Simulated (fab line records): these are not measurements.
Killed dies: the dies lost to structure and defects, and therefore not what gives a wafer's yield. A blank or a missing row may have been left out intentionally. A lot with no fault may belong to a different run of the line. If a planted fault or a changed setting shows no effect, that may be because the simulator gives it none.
Which tool is to blame?    flow sky130    12 lots, 36 wafers sampled, at 5 steps of a route of 708

## WHAT THE GAUGES SHOWED, per wafer
SKY_LDD_P_CD_MEAS_07 targets a cd of 380 nm.
lot   measured      on        cdNm (nm)
L990  day 19 18:10  cdSem-02  376.5 379.7 376.7
L994  day 21 06:37  cdSem-02  383.0 383.5 384.2
L995  day 21 16:40  cdSem-02  379.6 378.6 378.5
L996  day 21 22:16  cdSem-01  381.4 378.6 379.0
L997  day 22 10:38  cdSem-02  376.5 378.6 377.1
L999  day 23 04:26  cdSem-02  380.5 380.9 378.4
L106  day 26 00:38  cdSem-01  380.4 380.4 381.9
L107  day 26 03:19  cdSem-01  381.0 380.5 378.2
L108  day 26 13:16  cdSem-02  378.2 378.3 377.4
L109  day 26 18:50  cdSem-02  382.9 383.4 380.8
L110  day 27 04:32  cdSem-01  378.8 375.6 375.5
L111  day 27 07:01  cdSem-02  378.9 377.0 378.2

SKY_LDD_HVP_OVL_MEAS_07.
lot   measured      on          LDD_HVP_OVL (nm)
L990  day 22 07:25  overlay-02  1.5 -1.3 1.1
L994  day 23 19:47  overlay-02  0.2 -0.1 0.9
L995  day 24 04:52  overlay-01  1.4 -1.0 -0.1
L996  day 24 11:28  overlay-01  0.3 3.3 0.4
L997  day 24 23:19  overlay-01  -1.5 -1.0 -1.4
L999  day 25 16:05  overlay-01  -2.1 -0.8 -3.9
L106  day 28 10:38  overlay-01  -2.5 -4.9 -1.7
L107  day 28 13:34  overlay-02  -2.6 0.5 -1.7
L108  day 28 22:28  overlay-01  -1.0 -0.9 -2.2
L109  day 29 04:32  overlay-02  3.6 1.8 0.8
L110  day 29 14:20  overlay-02  -1.3 -0.3 -3.1
L111  day 29 16:12  overlay-02  1.1 -0.2 0.0

SKY_LDD_HVP_TW_MEAS_10.
lot   measured      on            LDD_HVP_TW
L990  day 22 07:42  filmMetro-03  456.1 456.3 454.3
L994  day 23 20:05  filmMetro-02  453.2 455.6 453.9
L995  day 24 05:09  filmMetro-04  457.1 456.2 456.1
L996  day 24 11:46  filmMetro-02  455.2 451.5 454.6
L997  day 24 23:37  filmMetro-04  470.5 473.1 471.3 473.9 471.5 470.9
L999  day 25 16:22  filmMetro-03  472.0 469.8 471.8 469.9 471.3 472.0
L106  day 28 10:55  filmMetro-03  454.5 453.6 454.2
L107  day 28 13:52  filmMetro-03  456.2 456.8 453.1
L108  day 28 22:46  filmMetro-04  452.8 452.7 452.2
L109  day 29 04:50  filmMetro-04  453.5 450.4 451.6
L110  day 29 14:37  filmMetro-03  454.8 456.1 456.3
L111  day 29 16:30  filmMetro-03  457.2 457.7 455.9

## WHICH TOOL RAN EACH LOT (tool, then ch and the chambers of the sampled wafers, then the start)
lot   SKY_LDD_N_STRIP_16                   SKY_LDD_HVP_IMPLANT_08
L990  plasmaAsher-02 ch 0,1, day 18 11:30  implanter-01 ch 0, day 22 07:27
L994  plasmaAsher-01 ch 0,1, day 20 00:03  implanter-01 ch 0, day 23 19:52
L995  plasmaAsher-04 ch 0,1, day 20 09:57  implanter-04 ch 0, day 24 04:54
L996  plasmaAsher-02 ch 0, day 20 15:42    implanter-02 ch 0, day 24 11:31
L997  plasmaAsher-01 ch 0,1, day 21 04:13  implanter-01 ch 0, day 24 23:22
L999  plasmaAsher-04 ch 0, day 21 21:54    implanter-01 ch 0, day 25 16:08
L106  plasmaAsher-01 ch 0,1, day 24 19:54  implanter-01 ch 0, day 28 10:41
L107  plasmaAsher-04 ch 0,1, day 24 22:06  implanter-02 ch 0, day 28 13:37
L108  plasmaAsher-04 ch 0, day 25 08:24    implanter-01 ch 0, day 28 22:31
L109  plasmaAsher-04 ch 0,1, day 25 13:39  implanter-01 ch 0, day 29 04:37
L110  plasmaAsher-01 ch 0,1, day 25 23:27  implanter-04 ch 0, day 29 14:23
L111  plasmaAsher-01 ch 0,1, day 26 02:05  implanter-01 ch 0, day 29 16:17
- SKY_LDD_N_STRIP_16: strips in O2/N2.
- SKY_LDD_HVP_IMPLANT_08

## WHAT THE TOOLS THEMSELVES READ (means of the sampled wafers that have a number; where no wafer has one, the mark that the record gives instead)
SKY_LDD_N_STRIP_16.
lot   tool            drypumpMotorCurrentA (A)  oesProductAu (a.u.)  stripTimeToEndpointS (s)
L990  plasmaAsher-02  5.9                       0.412                4.332
L994  plasmaAsher-01  5.7                       0.409                4.316
L995  plasmaAsher-04  5.8                       0.410                4.330
L996  plasmaAsher-02  6.3                       0.407                4.330
L997  plasmaAsher-01  5.6                       0.405                4.308
L999  plasmaAsher-04  6.0                       0.409                4.320
L106  plasmaAsher-01  5.7                       0.407                4.301
L107  plasmaAsher-04  5.7                       0.404                4.309
L108  plasmaAsher-04  6.0                       0.412                4.347
L109  plasmaAsher-04  5.7                       0.408                4.313
L110  plasmaAsher-01  5.6                       0.408                4.324
L111  plasmaAsher-01  5.8                       0.407                4.309

SKY_LDD_HVP_IMPLANT_08.
lot   tool          beamEnergyKeV
L990  implanter-01  20.003
L994  implanter-01  20.000
L995  implanter-04  19.997
L996  implanter-02  20.004
L997  implanter-01  23.642
L999  implanter-01  23.650
L106  implanter-01  20.004
L107  implanter-02  19.999
L108  implanter-01  19.997
L109  implanter-01  20.009
L110  implanter-04  20.001
L111  implanter-01  19.996

## THE ANSWER, worked out from the rows above alone
Rule: what is usual is taken from the lots themselves. Put in order of their means at a reading, lots are off if they are a third of the lots or fewer, leave a main group of 4 or more, and stand apart from it by a gap of 3 or more times the standard deviation of the main group's means; of several such gaps the widest counts. The tables above print the reading to a certain number of digits; a main group whose means all agree to those digits is not used. Also off: a lot with no number at a reading for which 4 or more lots have one. All remaining lots with rows at the step are treated as sound. After the gauges, taken in route order, come the tools' own readings; for these a lot's mean is taken, as printed above. At the first step where some lot is off, the reading lying furthest off is the one used; lots without a number count as furthest.
Off: L997, L999, seen at SKY_LDD_HVP_TW_MEAS_10 (LDD_HVP_TW). Main group: mean 454.7, sd 1.6.
If a tool, at a process step before that reading, ran all the lots that are off and no sound lot after the first of them, it fits. Not tried: the gauges at SKY_LDD_HVP_TW_MEAS_10; whatever is off there is also off at SKY_LDD_HVP_IMPLANT_08, on other tools, and gauge error can't account for it. Not one of the candidates tried fits.

## WHAT THE SIMULATOR HAD INSERTED
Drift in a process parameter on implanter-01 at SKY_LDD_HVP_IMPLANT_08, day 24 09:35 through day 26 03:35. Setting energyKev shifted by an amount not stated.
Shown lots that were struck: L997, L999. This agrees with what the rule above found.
